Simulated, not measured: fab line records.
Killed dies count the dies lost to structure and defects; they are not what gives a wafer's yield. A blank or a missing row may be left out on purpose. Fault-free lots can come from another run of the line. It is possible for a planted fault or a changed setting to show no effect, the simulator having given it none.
fab line records ; flow sky130 ; part 1 of 2: steps 1 to 25 of 33
record: lots: 5; wafers: 15; lastDay: 50
route steps=708 shown VIA4@644 METAL5@661
lots untouched by any fault: they come from a run of this same line in which no faults occurred
startH: hours from the record's first day to the start of the lot's first wafer shown ; waitH: hours since the lot's step before ; " same as the row above ; L1.1+2: a single row standing in for several wafers ; - no value, or no start given ; * or withheld: withheld ; < > ~ a bound
route shown NAME@n: NAME is a module with steps in the file, n the number in the route of the first one ; usual: mean/standard deviation of fault-free wafers ; same: alike in all rows ; chamber/n: place in a boat ; sites: readings site by site ; _std_site: how widely they spread, as a standard deviation ; _edge_site: mean of outer sites minus mean of inner sites ; radiusMm: for every site, how far away it sits from the centre of the wafer ; mask NAME#n: copy n ; behind: tool/chamber where the wafer was last shaped ; hold: cause of the lot's hold/its duration in hours/its outcome ; device: which transistor (n, p or np) failed to switch ; end of line: tests of these same wafers at the route's end ; step lacking rows: just its recipe ; killed: dies that structure and defects cost at the first sort, which is not the same as the wafer's yield ; map: dies across one wafer; x = killed, . = not, _ = none there
set.NAME: the setting the step ran with; set.NAME@STEP: the setting that earlier step ran with ; model.NAME: the simulator's own value behind a step, which no gauge read
certain route steps with their lots: each step a table, each wafer a row
services: when a tool's chamber went out of use (startH, in hours from the record's first day, below 0 if earlier), for how many hours, and the reason
== steps ==
step: SKY_VIA4_HMDS_05
recipe: primeTimeS: 60; primeTempC: 120
usual: exhaustPa: 45.0/1; primeTempC: 119.99/0.13
lot.wafer;tool;chamber;startH;waitH;exhaustPa;primeTempC
L075.3;lithoTrack-04;0;997.93;0.1;45.8;120.39
L075.4;lithoTrack-04;0;997.93;0.1;46.1;120.18
L075.5;lithoTrack-04;0;997.93;0.1;45.9;120.09
L077.1;lithoTrack-01;0;1014.32;0.1;44.2;120.02
L077.5;lithoTrack-01;0;1014.32;0.1;45.2;120.08
L077.6;lithoTrack-01;0;1014.32;0.1;45.4;119.97
L085.2;lithoTrack-02;0;1070.38;0.1;45.0;120.18
L085.3;lithoTrack-02;0;1070.38;0.1;43.9;120.10
L085.5;lithoTrack-02;0;1070.38;0.1;44.3;120.07
L091.1;lithoTrack-01;0;1096.62;0.1;45.0;119.97
L091.2;lithoTrack-01;0;1096.62;0.1;46.8;119.97
L091.4;lithoTrack-01;0;1096.62;0.1;46.5;119.91
L097.2;lithoTrack-04;0;1131.56;0.1;45.3;120.21
L097.4;lithoTrack-04;0;1131.56;0.1;44.9;119.56
L097.5;lithoTrack-04;0;1131.56;0.1;45.1;119.83
step: SKY_VIA4_COAT_06
recipe: resist: NOVOLAK; spinRpm: 3000; resistThkNm: 1140
usual: exhaustPa: 45.0/0.91
lot.wafer;tool;chamber;startH;waitH;exhaustPa
L075.3;lithoTrack-04;0;998.08;0.1;44.1
L075.4;lithoTrack-04;0;998.08;0.1;44.9
L075.5;lithoTrack-04;0;998.08;0.1;43.9
L077.1;lithoTrack-01;0;1014.47;0.1;44.4
L077.5;lithoTrack-01;0;1014.47;0.1;43.7
L077.6;lithoTrack-01;0;1014.47;0.1;43.1
L085.2;lithoTrack-02;0;1070.53;0.1;44.7
L085.3;lithoTrack-02;0;1070.53;0.1;43.6
L085.5;lithoTrack-02;0;1070.53;0.1;44.5
L091.1;lithoTrack-01;0;1096.77;0.1;44.3
L091.2;lithoTrack-01;0;1096.77;0.1;43.7
L091.4;lithoTrack-01;0;1096.77;0.1;44.3
L097.2;lithoTrack-04;0;1131.71;0.1;45.1
L097.4;lithoTrack-04;0;1131.71;0.1;46.6
L097.5;lithoTrack-04;0;1131.71;0.1;45.7
step: SKY_VIA4_SOFTBAKE_07
recipe: tempC: 90; timeS: 60; resist: NOVOLAK
usual: exhaustPa: 45.1/0.88
lot.wafer;tool;chamber;startH;waitH;exhaustPa
L075.3;lithoTrack-04;0;998.23;0.1;44.1
L075.4;lithoTrack-04;0;998.23;0.1;45.1
L075.5;lithoTrack-04;0;998.23;0.1;44.1
L077.1;lithoTrack-01;0;1014.62;0.1;45.7
L077.5;lithoTrack-01;0;1014.62;0.1;45.2
L077.6;lithoTrack-01;0;1014.62;0.1;45.9
L085.2;lithoTrack-02;0;1070.68;0.1;44.1
L085.3;lithoTrack-02;0;1070.68;0.1;45.1
L085.5;lithoTrack-02;0;1070.68;0.1;45.7
L091.1;lithoTrack-01;0;1096.92;0.1;45.6
L091.2;lithoTrack-01;0;1096.92;0.1;46.6
L091.4;lithoTrack-01;0;1096.92;0.1;45.1
L097.2;lithoTrack-04;0;1131.86;0.1;44.2
L097.4;lithoTrack-04;0;1131.86;0.1;45.3
L097.5;lithoTrack-04;0;1131.86;0.1;45.0
step: SKY_VIA4_EXPOSE_08
recipe: maskId: VIM4; na: 0.6; sourceShape: conventional; sigmaOuter: 0.6; polarization: unpolarized; targetCdNm: 800; doseMj: 132
lot.wafer;tool;chamber;startH;waitH;mask
L075.3+4+5;ilineStepper-02;0;-;-;VIM4#0
L077.1+5+6;ilineStepper-02;0;-;-;VIM4#0
L085.2+3+5;ilineStepper-02;0;-;-;VIM4#0
L091.1+2+4;ilineStepper-01;0;-;-;VIM4#0
L097.2+4+5;ilineStepper-02;0;-;-;VIM4#0
step: SKY_VIA4_PEB_09
recipe: tempC: withheld; timeS: *; resist: NOVOLAK
usual: exhaustPa: 44.8/0.89
lot.wafer;tool;chamber;startH;waitH;exhaustPa
L075.3;lithoTrack-02;0;-;-;46.2
L075.4;lithoTrack-02;0;-;-;46.5
L075.5;lithoTrack-02;0;-;-;44.1
L077.1;lithoTrack-02;0;-;-;46.0
L077.5;lithoTrack-02;0;-;-;45.7
L077.6;lithoTrack-02;0;-;-;46.2
L085.2;lithoTrack-04;0;-;-;44.9
L085.3;lithoTrack-04;0;-;-;44.8
L085.5;lithoTrack-04;0;-;-;44.8
L091.1;lithoTrack-04;0;-;-;44.1
L091.2;lithoTrack-04;0;-;-;44.0
L091.4;lithoTrack-04;0;-;-;43.7
L097.2;lithoTrack-02;0;-;-;44.0
L097.4;lithoTrack-02;0;-;-;43.7
L097.5;lithoTrack-02;0;-;-;45.5
step: SKY_VIA4_DEVELOP_10
recipe: resist: NOVOLAK; developer: TMAH; developTimeS: 60; devTempC: 23
usual: developerTempC: 23.02/0.11; exhaustPa: 45.2/0.88
lot.wafer;tool;chamber;startH;waitH;developerTempC;exhaustPa
L075.3;lithoTrack-02;0;1009.76;0.1;22.87;45.6
L075.4;lithoTrack-02;0;1009.76;0.1;23.05;46.3
L075.5;lithoTrack-02;0;1009.76;0.1;22.95;46.2
L077.1;lithoTrack-02;0;1025.21;0.1;23.05;44.6
L077.5;lithoTrack-02;0;1025.21;0.1;23.01;43.8
L077.6;lithoTrack-02;0;1025.21;0.1;23.13;44.3
L085.2;lithoTrack-04;0;1080.40;0.1;22.92;44.7
L085.3;lithoTrack-04;0;1080.40;0.1;22.79;45.8
L085.5;lithoTrack-04;0;1080.40;0.1;22.89;44.2
L091.1;lithoTrack-04;0;1107.03;0.1;22.95;45.4
L091.2;lithoTrack-04;0;1107.03;0.1;22.75;45.6
L091.4;lithoTrack-04;0;1107.03;0.1;22.77;45.6
L097.2;lithoTrack-02;0;1140.39;0.1;22.99;45.6
L097.4;lithoTrack-02;0;1140.39;0.1;23.01;45.7
L097.5;lithoTrack-02;0;1140.39;0.1;22.96;45.0
step: SKY_VIA4_OVL_MEAS_11
usual: VIA4_OVL: -0.1/1.3
lot.wafer;tool;chamber;startH;waitH;VIA4_OVL[nm]
L075.3;overlay-01;-;1009.87;0.1;-0.9
L075.4;overlay-01;-;1009.87;0.1;-0.3
L075.5;overlay-01;-;1009.87;0.1;-3.1
L077.1;overlay-01;-;1025.36;0.1;0.2
L077.5;overlay-01;-;1025.36;0.1;-2.9
L077.6;overlay-01;-;1025.36;0.1;-1.7
L085.2;overlay-01;-;1080.54;0.1;1.2
L085.3;overlay-01;-;1080.54;0.1;0.9
L085.5;overlay-01;-;1080.54;0.1;0.1
L091.1;overlay-01;-;1107.18;0.1;0.5
L091.2;overlay-01;-;1107.18;0.1;1.6
L091.4;overlay-01;-;1107.18;0.1;0.1
L097.2;overlay-01;-;1140.52;0.1;-2.9
L097.4;overlay-01;-;1140.52;0.1;-0.4
L097.5;overlay-01;-;1140.52;0.1;-1.4
step: SKY_VIA4_ETCH_12
recipe: target: SiO2; chemistry: C4F8/O2/Ar; stopOn: TiN; maskMaterial: NOVOLAK; sourceW: 1500; biasW: 1200; pressureMtorr: 40; c4f8FlowSccm: withheld; O2_flow_sccm: 6; Ar_flow_sccm: 300; timeS: withheld; targetDepthA: 5800
usual: biasW: 1200/3.8; oesProductAu: 0.926/0.0044
lot.wafer;tool;chamber;startH;waitH;biasW;oesProductAu
L075.3;rieDiel-02;0;1009.90;0.0;1198;0.920
L075.4;rieDiel-02;1;1009.90;0.0;1200;0.935
L075.5;rieDiel-02;1;1009.90;0.0;1191;0.937
L077.1;rieDiel-02;3;1025.40;0.0;1200;0.929
L077.5;rieDiel-02;1;1025.40;0.0;1195;0.931
L077.6;rieDiel-02;0;1025.40;0.0;1206;0.931
L085.2;rieDiel-02;0;1080.57;0.0;1203;0.927
L085.3;rieDiel-02;1;1080.57;0.0;1202;0.927
L085.5;rieDiel-02;1;1080.57;0.0;1203;0.926
L091.1;rieDiel-01;3;1107.22;0.0;1203;0.926
L091.2;rieDiel-01;0;1107.22;0.0;1196;0.926
L091.4;rieDiel-01;1;1107.22;0.0;1201;0.928
L097.2;rieDiel-04;0;1140.55;0.0;1200;0.920
L097.4;rieDiel-04;1;1140.55;0.0;1202;0.924
L097.5;rieDiel-04;2;1140.55;0.0;1204;0.927
step: SKY_VIA4_STRIP_13
recipe: chemistry: O2/N2; powerW: 1400; pressureMtorr: 1500; platenTempC: withheld; o2FlowSccm: 3000; n2FlowSccm: 300; overashFraction: 0.5
usual: drypumpMotorCurrentA: 5.98/0.27; oesProductAu: 0.710/0.0047; stripTimeToEndpointS: 12.78/0.037
lot.wafer;tool;chamber;startH;waitH;drypumpMotorCurrentA;oesProductAu;rfHoursCounterH;stripTimeToEndpointS
L075.3;plasmaAsher-01;1;1010.00;-;6.24;0.708;-;12.84
L075.4;plasmaAsher-01;0;1010.00;-;6.15;0.710;-;12.78
L075.5;plasmaAsher-01;1;1010.00;-;6.25;0.720;-;12.75
L077.1;plasmaAsher-04;0;1025.47;-;6.09;0.712;93;12.82
L077.5;plasmaAsher-04;0;1025.47;-;6.09;0.704;-;12.77
L077.6;plasmaAsher-04;1;1025.47;-;5.64;0.713;-;12.79
L085.2;plasmaAsher-03;0;1080.64;-;6.15;0.706;62;12.78
L085.3;plasmaAsher-03;1;1080.64;-;5.51;0.711;-;12.80
L085.5;plasmaAsher-03;0;1080.64;-;6.15;0.706;-;12.72
L091.1;plasmaAsher-03;0;1107.29;-;6.15;0.710;65;12.81
L091.2;plasmaAsher-03;1;1107.29;-;5.51;0.704;65;12.85
L091.4;plasmaAsher-03;1;1107.29;-;5.52;0.712;-;12.76
L097.2;plasmaAsher-01;1;1140.62;-;6.25;0.715;6;12.73
L097.4;plasmaAsher-01;1;1140.62;-;6.25;0.708;-;12.67
L097.5;plasmaAsher-01;1;1140.62;-;6.22;0.708;-;12.76
step: SKY_VIA4_STRIP_14
recipe: chemistry: postEtchResidueRemover; timeS: 1200; tempC: 72.5
usual: tempC: 72.50/0.14
lot.wafer;tool;chamber;startH;waitH;tempC
L075.3;wetBench-01;3;1010.07;0.0;72.40
L075.4;wetBench-01;3;1010.07;0.0;72.47
L075.5;wetBench-01;3;1010.07;0.0;72.47
L077.1;wetBench-01;3;1025.67;0.2;72.25
L077.5;wetBench-01;3;1025.67;0.2;72.22
L077.6;wetBench-01;3;1025.67;0.2;72.38
L085.2;wetBench-02;1;1080.74;0.1;72.41
L085.3;wetBench-02;1;1080.74;0.1;72.38
L085.5;wetBench-02;1;1080.74;0.1;72.30
L091.1;wetBench-02;3;1107.39;0.1;72.43
L091.2;wetBench-02;3;1107.39;0.1;72.55
L091.4;wetBench-02;3;1107.39;0.1;72.35
L097.2;wetBench-02;2;1140.72;0.1;72.44
L097.4;wetBench-02;2;1140.72;0.1;72.30
L097.5;wetBench-02;2;1140.72;0.1;72.38
step: SKY_VIA4_CLEAN_15
recipe: chemistry: IPA; timeS: 180; tempC: 25
usual: tempC: 25.01/0.11
lot.wafer;tool;chamber;startH;waitH;tempC
L075.3;wetBench-03;1;1010.41;0.0;25.17
L075.4;wetBench-03;1;1010.41;0.0;25.00
L075.5;wetBench-03;1;1010.41;0.0;25.06
L077.1;wetBench-01;0;1026.04;0.0;25.11
L077.5;wetBench-01;0;1026.04;0.0;25.14
L077.6;wetBench-01;0;1026.04;0.0;25.11
L085.2;wetBench-01;2;1081.11;0.0;25.01
L085.3;wetBench-01;2;1081.11;0.0;25.00
L085.5;wetBench-01;2;1081.11;0.0;24.81
L091.1;wetBench-03;0;1107.73;0.0;24.98
L091.2;wetBench-03;0;1107.73;0.0;24.98
L091.4;wetBench-03;0;1107.73;0.0;24.93
L097.2;wetBench-03;2;1142.09;0.0;24.90
L097.4;wetBench-03;2;1142.09;0.0;25.17
L097.5;wetBench-03;2;1142.09;0.0;25.05
step: SKY_VIA4_CLEAN_16
recipe: chemistry: O3/DIW; dry: n2Spin
lot.wafer;tool;chamber;startH;waitH
L075.3+4+5;wetBench-01;1;1010.47;0.0
L077.1+5+6;wetBench-02;1;1026.10;0.0
L085.2+3+5;wetBench-03;3;1081.17;0.0
L091.1+2+4;wetBench-02;1;1107.87;0.0
L097.2+4+5;wetBench-02;1;1142.14;0.0
step: SKY_VIA4_SPUTTER_17
recipe: material: TiN; targetThkNm: 20; chamberPressurePa: 5; powerW: 4000; timeS: 80
usual: throttleValvePct: 29.7/0.81
lot.wafer;tool;chamber;startH;waitH;throttleValvePct
L075.3;pvdSputter-04;-;1010.56;0.0;30.8
L075.4;pvdSputter-04;-;1010.56;0.0;31.3
L075.5;pvdSputter-04;-;1010.56;0.0;31.1
L077.1;pvdSputter-02;-;1026.28;0.0;29.8
L077.5;pvdSputter-02;-;1026.28;0.0;28.7
L077.6;pvdSputter-02;-;1026.28;0.0;29.5
L085.2;pvdSputter-03;-;1081.27;0.0;29.4
L085.3;pvdSputter-03;-;1081.27;0.0;30.1
L085.5;pvdSputter-03;-;1081.27;0.0;29.4
L091.1;pvdSputter-03;-;1107.96;0.0;30.1
L091.2;pvdSputter-03;-;1107.96;0.0;30.2
L091.4;pvdSputter-03;-;1107.96;0.0;29.7
L097.2;pvdSputter-02;-;1142.33;0.0;28.6
L097.4;pvdSputter-02;-;1142.33;0.0;29.2
L097.5;pvdSputter-02;-;1142.33;0.0;29.9
step: SKY_VIA4_CVD_18
recipe: material: W; targetThkNm: 505; timeS: 152.14; tempC: 400; pressureTorr: 40
usual: heaterPowerW: 884/130
lot.wafer;tool;chamber;startH;waitH;heaterPowerW;sinceWetCleanH
L075.3;cvdW-01;0;1010.67;0.1;757;-
L075.4;cvdW-01;1;1010.67;0.1;1038;-
L075.5;cvdW-01;1;1010.67;0.1;1035;-
L077.1;cvdW-01;0;1026.35;0.0;747;622
L077.5;cvdW-01;1;1026.35;0.0;1072;-
L077.6;cvdW-01;0;1026.35;0.0;778;-
L085.2;cvdW-01;0;1081.34;0.0;753;677
L085.3;cvdW-01;0;1081.34;0.0;772;-
L085.5;cvdW-01;1;1081.34;0.0;1076;-
L091.1;cvdW-01;1;1108.02;0.0;1101;704
L091.2;cvdW-01;0;1108.02;0.0;748;704
L091.4;cvdW-01;0;1108.02;0.0;762;-
L097.2;cvdW-02;0;1142.39;0.0;919;224
L097.4;cvdW-02;0;1142.39;0.0;940;-
L097.5;cvdW-02;1;1142.39;0.0;786;-
step: SKY_VIA4_RS_MEAS_19
recipe: thkMeasGauge: four-point-probe; reads: W_of_VIA4_CVD_18+TiN_of_VIA4_SPUTTER_17
usual: VIA4_W_RS: 0.2247/0.0027
lot.wafer;tool;chamber;startH;waitH;VIA4_W_RS[ohm/sq]
L075.3;filmMetro-02;-;1010.81;0.1;0.2233
L075.4;filmMetro-02;-;1010.81;0.1;0.2204
L075.5;filmMetro-02;-;1010.81;0.1;0.2216
L077.1;filmMetro-02;-;1026.50;0.1;0.2251
L077.5;filmMetro-02;-;1026.50;0.1;0.2208
L077.6;filmMetro-02;-;1026.50;0.1;0.2236
L085.2;filmMetro-01;-;1081.51;0.1;0.2246
L085.3;filmMetro-01;-;1081.51;0.1;0.2264
L085.5;filmMetro-01;-;1081.51;0.1;0.2266
L091.1;filmMetro-01;-;1108.17;0.1;0.2269
L091.2;filmMetro-01;-;1108.17;0.1;0.2276
L091.4;filmMetro-01;-;1108.17;0.1;0.2280
L097.2;filmMetro-01;-;1142.56;0.1;0.2271
L097.4;filmMetro-01;-;1142.56;0.1;0.2261
L097.5;filmMetro-01;-;1142.56;0.1;0.2235
step: SKY_VIA4_THK_MEAS_20
recipe: thkMeasGauge: xrf; reads: W_of_VIA4_CVD_18
usual: VIA4_W_THK: 513/7.6
lot.wafer;tool;chamber;startH;waitH;VIA4_W_THK[nm]
L075.3;filmMetro-02;-;1010.91;0.1;515
L075.4;filmMetro-02;-;1010.91;0.1;524
L075.5;filmMetro-02;-;1010.91;0.1;519
L077.1;filmMetro-02;-;1026.62;0.1;512
L077.5;filmMetro-02;-;1026.62;0.1;519
L077.6;filmMetro-02;-;1026.62;0.1;518
L085.2;filmMetro-01;-;1081.62;0.1;516
L085.3;filmMetro-01;-;1081.62;0.1;515
L085.5;filmMetro-01;-;1081.62;0.1;513
L091.1;filmMetro-01;-;1108.29;0.1;511
L091.2;filmMetro-01;-;1108.29;0.1;505
L091.4;filmMetro-01;-;1108.29;0.1;505
L097.2;filmMetro-01;-;1142.67;0.1;517
L097.4;filmMetro-01;-;1142.67;0.1;523
L097.5;filmMetro-01;-;1142.67;0.1;527
step: SKY_VIA4_CMP_21
recipe: stopOn: SiO2; tOverpolishS: 25; downForcePsi: 3.5; platenRpm: 60; targetThkNm: 0; padVelocityMS: 0.94248
usual: headPressurePsi: 3.501/0.0079; motorCurrentA: 11.2/0.84; overpolishRunS: 25.000/0.009; timeToEndpointS: 124/4.8
lot.wafer;tool;chamber;startH;waitH;headPressurePsi;motorCurrentA;overpolishRunS;timeToEndpointS
L075.4;cmp-01;1;1011.05;0.1;3.504;11.9;24.986;120
L075.3;cmp-01;2;1011.05;0.1;3.497;11.6;24.997;127
L075.5;cmp-01;0;1011.05;0.1;3.490;11.1;25.000;124
L077.1;cmp-01;2;1026.68;0.1;3.495;10.9;25.010;127
L077.5;cmp-01;2;1026.68;0.1;3.497;12.3;24.999;130
L077.6;cmp-01;3;1026.68;0.1;3.503;11.5;25.006;126
L085.3;cmp-02;0;1081.67;0.0;3.502;11.1;25.000;125
L085.2;cmp-02;2;1081.67;0.0;3.509;12.6;24.995;125
L085.5;cmp-02;0;1081.67;0.0;3.499;10.9;24.998;124
L091.1;cmp-02;3;1108.40;0.1;3.493;11.4;25.021;124
L091.2;cmp-02;0;1108.40;0.1;3.504;11.3;25.014;123
L091.4;cmp-02;1;1108.40;0.1;3.498;9.2;25.004;126
L097.2;cmp-01;3;1142.72;0.0;3.500;11.7;24.984;118
L097.4;cmp-01;1;1142.72;0.0;3.502;11.5;24.983;112
L097.5;cmp-01;0;1142.72;0.0;3.504;10.5;24.994;120
step: SKY_METAL5_SPUTTER_00
recipe: material: Ti; targetThkNm: 15; powerW: 3000; timeS: 10; chamberPressurePa: 0.4
usual: throttleValvePct: 29.6/0.63
lot.wafer;tool;chamber;startH;waitH;throttleValvePct
L075.3;pvdSputter-03;-;1011.25;0.1;29.4
L075.4;pvdSputter-03;-;1011.25;0.1;30.1
L075.5;pvdSputter-03;-;1011.25;0.1;30.0
L077.1;pvdSputter-01;-;1026.98;0.2;30.9
L077.5;pvdSputter-01;-;1026.98;0.2;28.6
L077.6;pvdSputter-01;-;1026.98;0.2;29.3
L085.2;pvdSputter-02;-;1081.97;0.1;29.5
L085.3;pvdSputter-02;-;1081.97;0.1;30.0
L085.5;pvdSputter-02;-;1081.97;0.1;28.9
L091.1;pvdSputter-02;-;1108.65;0.2;28.8
L091.2;pvdSputter-02;-;1108.65;0.2;28.5
L091.4;pvdSputter-02;-;1108.65;0.2;29.2
L097.2;pvdSputter-03;-;1143.02;0.2;30.2
L097.4;pvdSputter-03;-;1143.02;0.2;29.8
L097.5;pvdSputter-03;-;1143.02;0.2;29.5
step: SKY_METAL5_SPUTTER_01
recipe: material: TiN; targetThkNm: 20; powerW: 6500; timeS: 16.7; chamberPressurePa: 0.4
usual: throttleValvePct: 29.5/0.64
lot.wafer;tool;chamber;startH;waitH;throttleValvePct
L075.3;pvdSputter-03;-;1011.28;0.0;29.6
L075.4;pvdSputter-03;-;1011.28;0.0;30.0
L075.5;pvdSputter-03;-;1011.28;0.0;30.2
L077.1;pvdSputter-01;-;1027.00;0.0;30.8
L077.5;pvdSputter-01;-;1027.00;0.0;28.7
L077.6;pvdSputter-01;-;1027.00;0.0;29.0
L085.2;pvdSputter-02;-;1081.99;0.0;29.1
L085.3;pvdSputter-02;-;1081.99;0.0;30.1
L085.5;pvdSputter-02;-;1081.99;0.0;29.0
L091.1;pvdSputter-02;-;1108.68;0.0;28.7
L091.2;pvdSputter-02;-;1108.68;0.0;28.8
L091.4;pvdSputter-02;-;1108.68;0.0;29.4
L097.2;pvdSputter-03;-;1143.04;0.0;30.3
L097.4;pvdSputter-03;-;1143.04;0.0;29.5
L097.5;pvdSputter-03;-;1143.04;0.0;29.6
step: SKY_METAL5_SPUTTER_02
recipe: material: AlCu; targetThkNm: 1150; powerW: 10600; timeS: 61.2; chamberPressurePa: 0.4
usual: throttleValvePct: 29.6/0.66
lot.wafer;tool;chamber;startH;waitH;throttleValvePct
L075.3;pvdSputter-03;-;1011.30;0.0;29.6
L075.4;pvdSputter-03;-;1011.30;0.0;30.3
L075.5;pvdSputter-03;-;1011.30;0.0;30.1
L077.1;pvdSputter-01;-;1027.03;0.0;31.1
L077.5;pvdSputter-01;-;1027.03;0.0;28.7
L077.6;pvdSputter-01;-;1027.03;0.0;29.2
L085.2;pvdSputter-02;-;1082.02;0.0;29.3
L085.3;pvdSputter-02;-;1082.02;0.0;30.0
L085.5;pvdSputter-02;-;1082.02;0.0;28.9
L091.1;pvdSputter-02;-;1108.70;0.0;28.6
L091.2;pvdSputter-02;-;1108.70;0.0;28.5
L091.4;pvdSputter-02;-;1108.70;0.0;29.4
L097.2;pvdSputter-03;-;1143.07;0.0;30.2
L097.4;pvdSputter-03;-;1143.07;0.0;29.6
L097.5;pvdSputter-03;-;1143.07;0.0;29.5
step: SKY_METAL5_SPUTTER_03
recipe: material: Ti; targetThkNm: 5; powerW: 3000; timeS: 3.3; chamberPressurePa: 0.4
usual: throttleValvePct: 29.6/0.65
lot.wafer;tool;chamber;startH;waitH;throttleValvePct
L075.3;pvdSputter-03;-;1011.35;0.0;29.4
L075.4;pvdSputter-03;-;1011.35;0.0;29.9
L075.5;pvdSputter-03;-;1011.35;0.0;30.1
L077.1;pvdSputter-01;-;1027.08;0.0;30.9
L077.5;pvdSputter-01;-;1027.08;0.0;28.8
L077.6;pvdSputter-01;-;1027.08;0.0;29.5
L085.2;pvdSputter-02;-;1082.07;0.0;29.3
L085.3;pvdSputter-02;-;1082.07;0.0;30.0
L085.5;pvdSputter-02;-;1082.07;0.0;28.6
L091.1;pvdSputter-02;-;1108.75;0.0;28.8
L091.2;pvdSputter-02;-;1108.75;0.0;28.8
L091.4;pvdSputter-02;-;1108.75;0.0;29.2
L097.2;pvdSputter-03;-;1143.12;0.0;30.3
L097.4;pvdSputter-03;-;1143.12;0.0;29.5
L097.5;pvdSputter-03;-;1143.12;0.0;29.3
step: SKY_METAL5_SPUTTER_04
recipe: material: TiN; targetThkNm: 70; powerW: 6500; timeS: 58.3; chamberPressurePa: 0.4
usual: throttleValvePct: 29.6/0.64
lot.wafer;tool;chamber;startH;waitH;throttleValvePct
L075.3;pvdSputter-03;-;1011.37;0.0;29.8
L075.4;pvdSputter-03;-;1011.37;0.0;30.1
L075.5;pvdSputter-03;-;1011.37;0.0;30.1
L077.1;pvdSputter-01;-;1027.10;0.0;30.8
L077.5;pvdSputter-01;-;1027.10;0.0;28.5
L077.6;pvdSputter-01;-;1027.10;0.0;29.1
L085.2;pvdSputter-02;-;1082.08;0.0;29.3
L085.3;pvdSputter-02;-;1082.08;0.0;30.0
L085.5;pvdSputter-02;-;1082.08;0.0;29.1
L091.1;pvdSputter-02;-;1108.77;0.0;28.8
L091.2;pvdSputter-02;-;1108.77;0.0;28.7
L091.4;pvdSputter-02;-;1108.77;0.0;29.6
L097.2;pvdSputter-03;-;1143.14;0.0;30.3
L097.4;pvdSputter-03;-;1143.14;0.0;29.6
L097.5;pvdSputter-03;-;1143.14;0.0;29.3
step: SKY_METAL5_RS_MEAS_05
recipe: thkMeasGauge: four-point-probe; reads: TiN_of_METAL5_SPUTTER_04+Ti_of_METAL5_SPUTTER_03+AlCu_of_METAL5_SPUTTER_02+TiN_of_METAL5_SPUTTER_01+Ti_of_METAL5_SPUTTER_00
usual: METAL5_ALCU_RS: 0.0272/0.00041
lot.wafer;tool;chamber;startH;waitH;METAL5_ALCU_RS[ohm/sq]
L075.3;filmMetro-04;-;1011.46;0.1;0.0272
L075.4;filmMetro-04;-;1011.46;0.1;0.0274
L075.5;filmMetro-04;-;1011.46;0.1;0.0276
L077.1;filmMetro-01;-;1027.14;0.0;0.0270
L077.5;filmMetro-01;-;1027.14;0.0;0.0270
L077.6;filmMetro-01;-;1027.14;0.0;0.0270
L085.2;filmMetro-04;-;1082.15;0.0;0.0272
L085.3;filmMetro-04;-;1082.15;0.0;0.0275
L085.5;filmMetro-04;-;1082.15;0.0;0.0273
L091.1;filmMetro-02;-;1108.82;0.0;0.0266
L091.2;filmMetro-02;-;1108.82;0.0;0.0275
L091.4;filmMetro-02;-;1108.82;0.0;0.0266
L097.2;filmMetro-01;-;1143.21;0.0;0.0274
L097.4;filmMetro-01;-;1143.21;0.0;0.0270
L097.5;filmMetro-01;-;1143.21;0.0;0.0276
step: SKY_METAL5_THK_MEAS_06
recipe: thkMeasGauge: xrf; reads: AlCu_of_METAL5_SPUTTER_02
usual: METAL5_ALCU_THK: 1145/18
lot.wafer;tool;chamber;startH;waitH;METAL5_ALCU_THK[nm]
L075.3;filmMetro-04;-;1011.56;0.1;1155
L075.4;filmMetro-04;-;1011.56;0.1;1137
L075.5;filmMetro-04;-;1011.56;0.1;1126
L077.1;filmMetro-01;-;1027.26;0.1;1158
L077.5;filmMetro-01;-;1027.26;0.1;1156
L077.6;filmMetro-01;-;1027.26;0.1;1151
L085.2;filmMetro-04;-;1082.26;0.1;1142
L085.3;filmMetro-04;-;1082.26;0.1;1133
L085.5;filmMetro-04;-;1082.26;0.1;1142
L091.1;filmMetro-02;-;1108.94;0.1;1160
L091.2;filmMetro-02;-;1108.94;0.1;1131
L091.4;filmMetro-02;-;1108.94;0.1;1175
L097.2;filmMetro-01;-;1143.32;0.1;1128
L097.4;filmMetro-01;-;1143.32;0.1;1157
L097.5;filmMetro-01;-;1143.32;0.1;1132
step: SKY_METAL5_DEHYDRATE_07
recipe: tempC: 200; timeS: 60
usual: exhaustPa: 45.0/0.79
lot.wafer;tool;chamber;startH;waitH;exhaustPa
L075.3;lithoTrack-04;0;1022.53;11.0;44.8
L075.4;lithoTrack-04;0;1022.53;11.0;45.8
L075.5;lithoTrack-04;0;1022.53;11.0;43.8
L077.1;lithoTrack-01;0;1038.17;10.9;44.9
L077.5;lithoTrack-01;0;1038.17;10.9;45.0
L077.6;lithoTrack-01;0;1038.17;10.9;44.4
L085.2;lithoTrack-03;0;1092.47;10.2;45.8
L085.3;lithoTrack-03;0;1092.47;10.2;45.3
L085.5;lithoTrack-03;0;1092.47;10.2;45.7
L091.1;lithoTrack-04;0;1118.03;9.1;45.0
L091.2;lithoTrack-04;0;1118.03;9.1;44.7
L091.4;lithoTrack-04;0;1118.03;9.1;45.3
L097.2;lithoTrack-01;0;1151.80;8.5;46.7
L097.4;lithoTrack-01;0;1151.80;8.5;46.3
L097.5;lithoTrack-01;0;1151.80;8.5;45.1
